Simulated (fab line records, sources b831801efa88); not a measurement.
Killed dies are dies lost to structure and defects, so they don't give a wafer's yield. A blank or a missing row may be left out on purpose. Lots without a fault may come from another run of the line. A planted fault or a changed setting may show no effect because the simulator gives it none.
Chamber matching | flow gf180mcu | GF_CONTACT_CVD_02 on pecvd-04: 3 sister chambers
The step deposits SiO2 from TEOS, target thk 860 nm, time 95.992 s. 6 wafers are shown with their chamber, then 12 later ones without.

WAFERS WITH THEIR CHAMBER
wafer  | chamber | heater_power_w (W) | rf_fwd_power_W (W)
L093.1 | 2       | 934                | 600.1
L093.2 | 0       | 521                | 595.1
L093.3 | 1       | 457                | 598.1
L093.4 | 2       | 989                | 598.4
L093.5 | 1       | 505                | 598.0
L093.6 | 0       | 579                | 596.9

WAFERS WITHOUT THEIR CHAMBER
wafer  | heater_power_w (W) | rf_fwd_power_W (W)
L094.2 | 579                | 591.7
L094.3 | 845                | 594.9
L094.6 | 915                | 594.4
L095.2 | 510                | 595.1
L095.4 | 919                | 598.2
L095.5 | 544                | 593.7
L096.3 | 588                | 599.2
L096.4 | 997                | 594.0
L096.6 | 455                | 600.3
L097.4 | 549                | 596.4
L097.5 | 806                | 596.9
L097.6 | 548                | 594.0

WHICH CHAMBER EACH WENT THROUGH
wafer  | from the rows above     | in truth
L094.2 | 0                       | 0
L094.3 | 2                       | 2
L094.6 | 2                       | 2
L095.2 | can't be placed: 0 or 1 | 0
L095.4 | 2                       | 2
L095.5 | 0                       | 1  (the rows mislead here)
L096.3 | can't be placed: 1 or 0 | 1
L096.4 | 2                       | 2
L096.6 | 1                       | 1
L097.4 | 0                       | 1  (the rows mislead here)
L097.5 | 2                       | 2
L097.6 | 0                       | 0
Placed correctly: 8 of 12. Can't be placed from these rows: 2 (the true chamber is among the candidates in 2). Placed wrongly: 2.
How it was worked out, from the rows above alone: a wafer's distance from a chamber is the root of the sum, over the readings, of the square of ((its reading less the chamber's mean) divided by the reading's scatter). The wafer belongs to the nearest chamber; if the next one is less than 2 further off, it can't be placed. A chamber's mean is the mean of its shown wafers. The scatter: the root of (the sum of the squares of (reading less its chamber's mean) over the shown wafers, divided by (wafers less chambers)).
